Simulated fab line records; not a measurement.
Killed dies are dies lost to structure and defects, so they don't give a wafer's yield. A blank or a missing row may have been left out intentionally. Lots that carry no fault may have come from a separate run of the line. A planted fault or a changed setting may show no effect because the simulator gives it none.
A lot that was struck, set against a sound lot -- flow sfq_line -- 42 steps out of a route of 325
Sound: wafers L196.1, L196.4, L196.6. Struck: wafer L209.2 (left out: L209.5, L209.6 of the same lot, which were not struck); the cause appears at the end.
For every step that has rows: the tool of each side, followed by ch and its chambers, followed by its first start. Under that, the readings that differ: sound wafers -- struck wafers -- difference of the means -- sigmas: that difference in standard deviations of wafers without a fault.
alike: a reading whose means differ by less than 2 such deviations, as well as words and numbers matching on both sides. not compared: withheld readings; readings where some wafer has no value; bounds like >300 that might hide an equal value; numbers whose values overlap and for which the record gives no deviation.
The two part at a step that has a row with sigmas, a row that says differs or no value, or rows on one side only. Non-overlapping numbers with no deviation appear without sigmas and do not part them. Lack of a reading on every wafer of one side parts them only where that side has two or more wafers.

first, 6 steps without rows for these wafers: SFQ_TRILAYER_I4_VIA_LITHO_COAT_108 (resist thk 62 nm); SFQ_TRILAYER_I4_VIA_LITHO_COAT_103 (resist thk 650 nm); SFQ_TRILAYER_I4_VIA_LITHO_SOFTBAKE_107; SFQ_TRILAYER_I4_VIA_LITHO_EXPOSE_104 (exposes mask I4, target cd 700 nm); SFQ_TRILAYER_I4_VIA_LITHO_PEB_106 (peb time 60 s); SFQ_TRILAYER_I4_VIA_LITHO_DEVELOP_105 (time 60 s).
SFQ_I4_OVL_MEAS_928:
  sound: overlay-02 at day 45 14:28; struck: overlay-01 at day 56 11:05
  alike: I4_OVL
then, 1 step without rows for these wafers: SFQ_TRILAYER_I4_VIA_BARC_OPEN_VIA_ETCH_146 (etches BARC in O2, target depth 125 nm, time 41.7 s).
SFQ_TRILAYER_I4_VIA_ETCH_VIA_ETCH_106: etches SiO2 in CHF3, stops on Nb, target depth 260 nm.
  sound on rie_diel-02 ch 0,2,3, day 45 14:32; struck on rie_diel-02 ch 2, day 56 11:09
  alike: drypump_motor_current_A, oes_product_au
then, 3 steps without rows for these wafers: SFQ_TRILAYER_I4_VIA_STRIP_STRIP_107 (strips in O2); SFQ_TRILAYER_I4_VIA_STRIP_SOLV_CLEAN_108 (cleans in NMP, time 600 s); SFQ_TRILAYER_JJ_TRILAYER_DEP_PRE_CLEAN_113 (time 22.5 s).
SFQ_TRILAYER_JJ_TRILAYER_DEP_SPUTTER_109: material Nb, target thk 150 nm, time 100 s.
  sound: pvd_sputter-05 at day 45 16:04; struck: pvd_sputter-04 at day 56 12:04
reading,sound,struck,difference,sigmas
cathode_dc_power_W (W),2000.2 1999.9 1999.7,2119.0,+119.1,+99 or more
model.Nb_of_TRILAYER_JJ_TRILAYER_DEP_SPUTTER_109.thk_nm (nm),150.8 150.1 149.6,158.6,+8.4,
  alike: throttle_valve_pct
SFQ_TRILAYER_JJ_TRILAYER_DEP_SPUTTER_110: material Al, target thk 8 nm, time 10 s.
  sound: pvd_sputter-05 at day 45 16:08; struck: pvd_sputter-04 at day 56 12:08
  alike: cathode_dc_power_W, throttle_valve_pct
then, 1 step without rows for these wafers: SFQ_TRILAYER_JJ_TRILAYER_DEP_AL_OXIDATION_111 (oxidation time 600 s).
SFQ_TRILAYER_JJ_TRILAYER_DEP_SPUTTER_112: material Nb, target thk 170 nm, time 113.3 s.
  sound: pvd_sputter-05 at day 45 17:10; struck: pvd_sputter-04 at day 56 13:10
  alike: cathode_dc_power_W, throttle_valve_pct
SFQ_JJ_RS_MEAS_929: a four-point-probe measurement.
  sound: film_metro-04 at day 45 17:14; struck: film_metro-04 at day 56 13:16
  alike: JJ_NB_RS
then, 6 steps without rows for these wafers: SFQ_TRILAYER_JJ_CE_LITHO_COAT_119 (resist thk 62 nm); SFQ_TRILAYER_JJ_CE_LITHO_COAT_114 (resist thk 600 nm); SFQ_TRILAYER_JJ_CE_LITHO_SOFTBAKE_118; SFQ_TRILAYER_JJ_CE_LITHO_EXPOSE_115 (exposes mask J5, target cd 700 nm); SFQ_TRILAYER_JJ_CE_LITHO_PEB_117 (peb time 60 s); SFQ_TRILAYER_JJ_CE_LITHO_DEVELOP_116 (time 60 s).
SFQ_JJ_OVL_MEAS_931:
  sound: overlay-01 at day 50 22:40; struck: overlay-01 at day 56 16:35
reading,sound,struck,difference,sigmas
J5_OVL (nm),6 -1 5,13,+10,+2
then, 4 steps without rows for these wafers: SFQ_TRILAYER_JJ_CE_METRO_MEASURE_117; SFQ_TRILAYER_JJ_CE_BARC_OPEN_RIE_150 (chemistry O2, target BARC, target depth 240 nm, time 80 s); SFQ_TRILAYER_JJ_CE_ETCH_RIE_118 (chemistry SF6, target Nb, stops on Al2O3, time 97.7 s, target depth 170 nm); SFQ_TRILAYER_JJ_ANODIZE_ANODIZE_119.
SFQ_TRILAYER_JJ_CE_STRIP_STRIP_120: strips in O2.
  sound on rie_metal-02 ch 1, day 51 00:36; struck on rie_metal-02 ch 0, day 56 18:31
reading,sound,struck,difference,sigmas
drypump_motor_current_A (A),5.4 5.4 5.4,6.3,+0.9,+2
  alike: oes_product_au, platen_temp_c
  not compared: rf_hours_counter_h
then, 7 steps without rows for these wafers: SFQ_TRILAYER_JJ_CE_STRIP_SOLV_CLEAN_121 (cleans in NMP, time 600 s); SFQ_TRILAYER_M5_LITHO_COAT_128 (resist thk 62 nm); SFQ_TRILAYER_M5_LITHO_COAT_123 (resist thk 600 nm); SFQ_TRILAYER_M5_LITHO_SOFTBAKE_127; SFQ_TRILAYER_M5_LITHO_EXPOSE_124 (exposes mask M5, target cd 700 nm); SFQ_TRILAYER_M5_LITHO_PEB_126 (peb time 60 s); SFQ_TRILAYER_M5_LITHO_DEVELOP_125 (time 60 s).
SFQ_M5_OVL_MEAS_932:
  sound: overlay-02 at day 51 03:37; struck: overlay-01 at day 56 21:32
  alike: M5_OVL
then, 1 step without rows for these wafers: SFQ_TRILAYER_M5_BARC_OPEN_METAL_ETCH_161 (etches BARC in O2, target depth 125 nm, time 41.7 s).
SFQ_TRILAYER_M5_ETCH_METAL_ETCH_126: etches Nb in Cl2/BCl3, stops on SiO2, time 203.2 s, target depth 265 nm.
  sound on rie_metal-01 ch 0,1, day 51 03:43; struck on rie_metal-03 ch 0, day 56 21:38
reading,sound,struck,difference,sigmas
oes_product_au (a.u.),0.734 0.728 0.731,0.746,+0.015,+3
model.etch.depth_nm (nm),150.8 150.1 149.6,158.6,+8.4,
model.M5.feature_depth_nm (nm),163.2 162.5 161.9,171.2,+8.7,
  alike: drypump_motor_current_A
  not compared: rf_hours_counter_h
SFQ_TRILAYER_M5_STRIP_STRIP_127: strips in O2.
  sound on rie_metal-01 ch 0,1, day 51 03:55; struck on rie_metal-03 ch 0, day 56 21:50
  alike: drypump_motor_current_A, oes_product_au, platen_temp_c
  not compared: rf_hours_counter_h
then, 1 step without rows for these wafers: SFQ_TRILAYER_M5_STRIP_SOLV_CLEAN_128 (cleans in NMP, time 600 s).
-- the record jumps here: 33 days lie between the struck wafers' starts before and after --
SFQ_M8_BOW_MEAS_951:
  sound: film_metro-01 at day 87 01:43; struck: film_metro-03 at day 89 17:38
reading,sound,struck,difference,sigmas
model.etest.m5.ohm_um,1.692 1.7 1.707,1.609,-0.091,
model.etest.i4.link_ohm,2.171 2.187 2.175,2.106,-0.072,
model.etest.m5.ohm_sq,1.183 1.188 1.192,1.125,-0.063,
model.etest.i5.link_ohm,2.258 2.272 2.282,2.231,-0.040,
  alike: M8_BOW

WHERE THEY PART
Last at SFQ_TRILAYER_M5_ETCH_METAL_ETCH_126 as far as this record goes, first at SFQ_TRILAYER_JJ_TRILAYER_DEP_SPUTTER_109. Later steps at which nothing parts them and some readings are alike: SFQ_TRILAYER_M5_STRIP_STRIP_127, SFQ_M8_BOW_MEAS_951.

WHY: what had been put in by the simulator
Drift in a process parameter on pvd_sputter-04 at SFQ_TRILAYER_JJ_TRILAYER_DEP_SPUTTER_109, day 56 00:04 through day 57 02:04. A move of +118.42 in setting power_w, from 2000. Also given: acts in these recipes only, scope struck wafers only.
